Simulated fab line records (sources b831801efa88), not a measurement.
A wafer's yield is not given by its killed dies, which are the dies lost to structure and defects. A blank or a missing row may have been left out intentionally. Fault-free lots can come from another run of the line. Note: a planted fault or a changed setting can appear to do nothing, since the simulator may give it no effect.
Chamber matching	flow sfq_line	SFQ_TRILAYER_I5_ETCH_VIA_ETCH_147 on rie_diel-01: 4 sister chambers
The step etches the open film in CHF3, stops on Nb, target depth 360 nm. 8 wafers are shown with their chamber, then 7 later ones without.

## WAFERS WITH THEIR CHAMBER
wafer	chamber	rf_fwd_power_W (W)	oes_product_au (a.u.)
L722.2	3	498.6	0.985
L732.1	3	498.2	0.985
L732.5	1	500.1	0.989
L733.1	2	499.6	0.992
L733.2	1	499.0	0.987
L733.3	0	495.6	0.993
L735.2	2	497.5	0.986
L735.5	0	498.7	0.985

## WAFERS MISSING THEIR CHAMBER
wafer	rf_fwd_power_W (W)	oes_product_au (a.u.)
L735.6	497.9	0.988
L740.3	496.1	0.983
L740.4	497.9	0.977
L740.5	498.8	0.991
L742.4	500.5	1.000
L742.5	498.7	0.997
L742.6	496.9	0.997

## THE CHAMBER EACH PASSED THROUGH
wafer	from the rows above	in truth
L735.6	can't be placed: 2 or 0 or 3 or 1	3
L740.3	can't be placed: 3 or 0 or 2 or 1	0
L740.4	can't be placed: 3 or 1 or 2 or 0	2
L740.5	can't be placed: 2 or 1 or 0 or 3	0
L742.4	can't be placed: 2 or 1 or 0 or 3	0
L742.5	can't be placed: 2 or 0 or 1 or 3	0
L742.6	can't be placed: 0 or 2 or 1 or 3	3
0 of 7 placed correctly. Cannot be placed on the basis of these rows: 7; the candidates contain the true chamber in 7. Placed wrongly: 0.
How it was worked out, from the rows above alone: a wafer's distance from a chamber is the root of the sum, over the readings, of the square of ((its reading less the chamber's mean) divided by the reading's scatter). If the next closest chamber is less than 2 further off than the closest, the wafer can't be placed; otherwise it belongs to the closest. The mean given for a chamber averages the wafers shown for that chamber. The scatter: the root of (the sum of the squares of (reading less its chamber's mean) over the shown wafers, divided by (wafers less chambers)).
